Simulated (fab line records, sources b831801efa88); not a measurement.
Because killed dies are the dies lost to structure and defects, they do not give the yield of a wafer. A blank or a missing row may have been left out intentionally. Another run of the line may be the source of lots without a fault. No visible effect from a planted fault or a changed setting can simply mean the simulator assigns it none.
Which tool was responsible? / flow sky130 / 33 wafers from 11 lots sampled at 2 of the route's 708 steps

WHAT EACH GAUGE READ, for each wafer
SKY_POLY_GATE_THK_MEAS_01.
lot=L767; measured=day 14 14:28; on=film-metro-03; POLY_GATE_CVD_00_THK (nm)=180.6 179.4 177.7
lot=L769; measured=day 15 05:34; on=film-metro-03; POLY_GATE_CVD_00_THK (nm)=177.4 177.9 176.8
lot=L774; measured=day 16 17:55; on=film-metro-01; POLY_GATE_CVD_00_THK (nm)=152.4 153.9 153.4
lot=L780; measured=day 19 20:03; on=film-metro-02; POLY_GATE_CVD_00_THK (nm)=182.7 183.3 183.5
lot=L782; measured=day 19 22:15; on=film-metro-03; POLY_GATE_CVD_00_THK (nm)=182.0 183.7 183.2
lot=L783; measured=day 20 04:50; on=film-metro-03; POLY_GATE_CVD_00_THK (nm)=178.2 178.5 179.2
lot=L784; measured=day 20 04:50; on=film-metro-01; POLY_GATE_CVD_00_THK (nm)=183.2 182.8 181.5
lot=L785; measured=day 20 10:55; on=film-metro-03; POLY_GATE_CVD_00_THK (nm)=181.8 178.6 179.2
lot=L786; measured=day 20 20:35; on=film-metro-03; POLY_GATE_CVD_00_THK (nm)=180.1 178.3 178.6
lot=L787; measured=day 21 08:41; on=film-metro-03; POLY_GATE_CVD_00_THK (nm)=179.9 181.4 181.3
lot=L789; measured=day 21 21:20; on=film-metro-03; POLY_GATE_CVD_00_THK (nm)=179.1 176.8 178.7

EACH LOT AND THE TOOL THAT RAN IT (in order: tool; ch and the chambers of the sampled wafers; start)
lot=L767; SKY_POLY_GATE_CVD_00=lpcvd-01 ch 0, day 14 13:15
lot=L769; SKY_POLY_GATE_CVD_00=lpcvd-01 ch 1, day 15 04:22
lot=L774; SKY_POLY_GATE_CVD_00=lpcvd-01 ch 0, day 16 16:07
lot=L780; SKY_POLY_GATE_CVD_00=lpcvd-01 ch 0, day 19 18:50
lot=L782; SKY_POLY_GATE_CVD_00=lpcvd-01 ch 0, day 19 21:02
lot=L783; SKY_POLY_GATE_CVD_00=lpcvd-01 ch 0, day 20 03:01
lot=L784; SKY_POLY_GATE_CVD_00=lpcvd-01 ch 0, day 20 03:01
lot=L785; SKY_POLY_GATE_CVD_00=lpcvd-01 ch 1, day 20 09:41
lot=L786; SKY_POLY_GATE_CVD_00=lpcvd-01 ch 0, day 20 19:23
lot=L787; SKY_POLY_GATE_CVD_00=lpcvd-01 ch 0, day 21 07:29
lot=L789; SKY_POLY_GATE_CVD_00=lpcvd-01 ch 1, day 21 20:08
- SKY_POLY_GATE_CVD_00: deposits poly-Si, target thk 180 nm, time 720 s.

THE ANSWER, worked out from the rows above alone
Rule: the usual values come from the lots themselves. The widest of any qualifying gaps counts: lots, ordered by their means at a reading, are off when they make up no more than a third of the lots, leave a main group of 4 or more, and stand apart from it by 3 or more times the standard deviation of that group's means. A main group whose means are all the same, to the digits that the tables above print for the reading, isn't used. A lot without any number at a reading at which 4 lots or more have one is off too. All remaining lots with rows at the step are treated as sound.
Off: L774, at SKY_POLY_GATE_THK_MEAS_01 (POLY_GATE_CVD_00_THK). The main group has a mean of 180.2 nm with a standard deviation of 2.
If a tool, at a process step before that reading, ran all the lots that are off and no sound lot after the first of them, it fits. The gauges at SKY_POLY_GATE_THK_MEAS_01 are tried like those tools. Not one of the candidates tried fits.

WHAT WAS PUT IN BY THE SIMULATOR
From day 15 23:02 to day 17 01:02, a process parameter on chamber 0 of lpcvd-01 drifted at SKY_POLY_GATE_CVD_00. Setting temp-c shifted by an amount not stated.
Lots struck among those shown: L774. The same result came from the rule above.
